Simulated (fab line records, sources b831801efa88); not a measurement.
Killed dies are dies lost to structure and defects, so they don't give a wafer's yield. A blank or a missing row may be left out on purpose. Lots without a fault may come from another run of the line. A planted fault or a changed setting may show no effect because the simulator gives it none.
Which tool did it? | flow sky130 | 12 lots, 36 wafers sampled, at 5 steps of a route of 708

WHAT THE GAUGES READ, wafer by wafer
SKY_PWDE_OVL_MEAS_07. Usual: PWDE_OVL 0.5 nm, standard deviation 1.5.
lot  | measured    | on         | PWDE_OVL (nm)  | flag
L981 | day 3 20:34 | overlay-02 | 1.1 2.0 -0.7   |
L983 | day 4 02:43 | overlay-02 | 3.5 3.1 3.1    |
L986 | day 4 21:13 | overlay-02 | -0.8 1.6 -0.6  |
L991 | day 6 07:52 | overlay-02 | 1.0 1.2 -1.0   |
L990 | day 6 08:31 | overlay-02 | -2.0 -1.7 -1.4 |
L992 | day 6 08:52 | overlay-01 | 2.6 0.9 2.0    |
L993 | day 6 17:01 | overlay-02 | 0.7 0.0 -1.4   |
L100 | day 8 09:40 | overlay-02 | 0.0 0.5 -0.8   |
L101 | day 8 10:52 | overlay-01 | -1.6 -0.3 -1.4 |
L102 | day 8 17:16 | overlay-02 | 1.6 3.2 1.6    |
L103 | day 8 21:58 | overlay-01 | 0.5 0.0 0.7    |
L104 | day 9 06:01 | overlay-02 | 0.7 0.5 0.9    |

SKY_SONOS_TUNNEL_CD_MEAS_07: target cd 410 nm. Usual: cd_nm 409.6 nm, standard deviation 2.2.
lot  | measured     | on        | cd_nm (nm)        | flag
L981 | day 11 07:47 | cd_sem-02 | 413.6 415.6 412.6 |
L983 | day 11 19:15 | cd_sem-02 | 407.7 409.0 408.8 |
L986 | day 12 18:07 | cd_sem-02 | 409.4 408.3 406.6 |
L991 | day 14 20:23 | cd_sem-01 | 413.8 409.8 411.7 |
L990 | day 14 20:40 | cd_sem-02 | 408.0 409.0 407.6 |
L992 | day 14 21:31 | cd_sem-02 | 409.8 406.6 408.9 |
L993 | day 15 09:59 | cd_sem-02 | - - -             | OFF
L100 | day 17 18:52 | cd_sem-02 | 409.5 412.6 411.3 |
L101 | day 17 19:48 | cd_sem-01 | 413.0 412.7 411.1 |
L102 | day 18 04:35 | cd_sem-02 | 407.3 408.0 408.2 |
L103 | day 18 14:13 | cd_sem-01 | 411.7 407.8 412.0 |
L104 | day 18 23:50 | cd_sem-01 | 409.2 408.4 408.9 |

SKY_SONOS_TUNNEL_TW_MEAS_12. Usual: SONOS_TUNNEL_TW 197.6, standard deviation 2.1.
lot  | measured     | on            | SONOS_TUNNEL_TW   | flag
L981 | day 11 08:22 | film_metro-03 | 199.0 197.7 197.9 |
L983 | day 11 19:49 | film_metro-02 | 197.7 198.3 198.9 |
L986 | day 12 18:42 | film_metro-04 | 196.4 195.3 195.1 |
L991 | day 14 20:56 | film_metro-03 | 198.7 198.6 200.2 |
L990 | day 14 21:14 | film_metro-02 | 197.4 196.3 198.5 |
L992 | day 14 22:07 | film_metro-03 | 199.3 200.2 199.0 |
L993 | day 15 10:32 | film_metro-02 | 30.0 29.9 29.8    | OFF
L100 | day 17 19:26 | film_metro-04 | 195.2 194.9 194.3 |
L101 | day 17 20:21 | film_metro-02 | 199.3 200.8 199.1 |
L102 | day 18 05:08 | film_metro-04 | 195.3 195.7 195.4 |
L103 | day 18 14:47 | film_metro-04 | 194.7 195.2 197.1 |
L104 | day 19 00:34 | film_metro-03 | 201.9 201.5 201.2 |

SKY_SD_N_RS_MEAS_18: measures by four-point-probe. Usual: RES_XHIGH_RS 333.2 ohm/sq, standard deviation 1.3.
lot  | measured     | on            | RES_XHIGH_RS (ohm/sq) | flag
L981 | day 27 12:49 | film_metro-02 | 335.6 333.7 335.9     |
L983 | day 28 06:59 | film_metro-03 | 333.1 332.1 333.0     |
L986 | day 29 08:20 | film_metro-02 | 334.1 332.4 334.2     |
L991 | day 31 21:58 | film_metro-02 | 335.8 335.4 334.7     |
L990 | day 31 23:11 | film_metro-02 | 333.9 333.2 333.3     |
L992 | day 31 15:23 | film_metro-03 | 332.9 334.1 333.2     |
L100 | day 34 07:59 | film_metro-01 | 332.8 333.6 332.9     |
L101 | day 34 09:26 | film_metro-01 | 333.3 334.5 334.2     |
L102 | day 34 16:58 | film_metro-03 | 332.0 333.1 332.8     |
L103 | day 35 01:26 | film_metro-02 | 331.7 331.6 332.0     |
L104 | day 35 11:15 | film_metro-01 | 333.0 330.7 331.9     |

WHICH TOOL RAN EACH LOT (tool, then ch and the chambers of the sampled wafers, then the start)
lot  | SKY_SONOS_TUNNEL_EXPOSE_04
L981 | iline_stepper-02 ch 0, day 10 19:59
L983 | iline_stepper-01 ch 0, day 11 07:43
L986 | iline_stepper-02 ch 0, day 12 06:44
L991 | iline_stepper-02 ch 0, day 14 06:56
L990 | iline_stepper-01 ch 0, day 14 07:29
L992 | iline_stepper-01 ch 0, day 14 08:13
L993 | iline_stepper-01 ch 0, day 14 21:17
L100 | iline_stepper-01 ch 0, day 17 05:29
L101 | iline_stepper-02 ch 0, day 17 06:22
L102 | iline_stepper-02 ch 0, day 17 14:59
L103 | iline_stepper-02 ch 0, day 17 23:08
L104 | iline_stepper-02 ch 0, day 18 08:50
- SKY_SONOS_TUNNEL_EXPOSE_04: exposes mask TUNM, target cd 410 nm.

WHAT THE TOOLS THEMSELVES READ (means of the sampled wafers that have a number; where no wafer has one, the mark that the record gives instead)
The record holds no such reading with a usual standard deviation.

THE ANSWER, worked out from the rows above alone
Rule: a lot is off if the mean of its wafers that have a number lies more than 3 standard deviations from the usual mean. A lot without any number at a reading at which 4 lots or more have one is off too. The other lots that the step has rows for count as sound. The gauges are gone through in route order, then the tools' own readings, and for those a lot's mean is taken as printed above. The first step at which some lot is off is used, and at that step the reading that is off furthest; a lot without a number counts as furthest.
Off: L993, at SKY_SONOS_TUNNEL_CD_MEAS_07 (cd_nm). Without a number there: L993.
A tool fits if, at a process step before that reading, it ran every lot that is off, and no sound lot after the first of them. The gauges at SKY_SONOS_TUNNEL_CD_MEAS_07 aren't tried: what is off there is off at SKY_SONOS_TUNNEL_TW_MEAS_12 too, on other tools, and a gauge's error can't cause that. None of those tried fits.

WHAT THE SIMULATOR HAD PUT IN
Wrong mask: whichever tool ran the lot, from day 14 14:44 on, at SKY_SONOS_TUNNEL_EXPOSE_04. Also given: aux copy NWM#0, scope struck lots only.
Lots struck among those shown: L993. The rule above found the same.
